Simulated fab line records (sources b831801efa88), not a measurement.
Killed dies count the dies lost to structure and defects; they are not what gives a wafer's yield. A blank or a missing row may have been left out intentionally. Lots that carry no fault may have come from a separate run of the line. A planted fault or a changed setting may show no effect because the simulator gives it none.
Which tool is to blame? | flow sfq line | at 1 step of a route of 325, 13 lots with 39 wafers sampled

## WHAT THE GAUGES SHOWED, per wafer
SFQ_M0_OVL_MEAS_906.
lot  | measured     | on         | M0_OVL (nm)
L874 | day 6 16:13  | overlay-01 | -4 2 -2
L875 | day 6 23:26  | overlay-02 | -2 1 9
L876 | day 7 03:01  | overlay-01 | 1 -8 -3
L877 | day 7 06:37  | overlay-02 | 1 -1 -4
L878 | day 7 13:50  | overlay-02 | 1 1 -2
L879 | day 7 17:25  | overlay-02 | -6 -4 -4
L880 | day 8 00:37  | overlay-01 | -4 -3 -9
L881 | day 8 06:37  | overlay-01 | -7 -6 -5
L889 | day 11 06:43 | overlay-01 | -3 -8 -2
L890 | day 11 18:43 | overlay-02 | -1 2 2
L894 | day 12 21:07 | overlay-02 | -5 -6 -7
L895 | day 12 23:31 | overlay-02 | -8 -6 -7
L897 | day 13 10:22 | overlay-01 | -15 -2 -10

## EACH LOT AND THE TOOL THAT RAN IT (in order: tool; ch and the chambers of the sampled wafers; start)
Record: no process step prior to these readings.

## WHAT THE TOOLS THEMSELVES READ (means of the sampled wafers that have a number; where no wafer has one, the mark that the record gives instead)
The record holds no such reading with a usual standard deviation.

## THE ANSWER, worked out from the rows above alone
Rule: what is usual is taken from the lots themselves. Put in order of their means at a reading, lots are off if they are a third of the lots or fewer, leave a main group of 4 or more, and stand apart from it by a gap of 3 or more times the standard deviation of the main group's means; of several such gaps the widest counts. If all means in a main group match to the digits the tables above print for the reading, that group is not used. A lot without any number at a reading at which 4 lots or more have one is off too. The other lots that the step has rows for count as sound. The gauges are gone through in route order, then the tools' own readings, and for those a lot's mean is taken as printed above. The first step at which some lot is off is used, and at that step the reading that is off furthest; a lot without a number counts as furthest.
No lot is off at any reading shown: from this, nothing can be told.

## WHAT HAD BEEN PUT IN BY THE SIMULATOR
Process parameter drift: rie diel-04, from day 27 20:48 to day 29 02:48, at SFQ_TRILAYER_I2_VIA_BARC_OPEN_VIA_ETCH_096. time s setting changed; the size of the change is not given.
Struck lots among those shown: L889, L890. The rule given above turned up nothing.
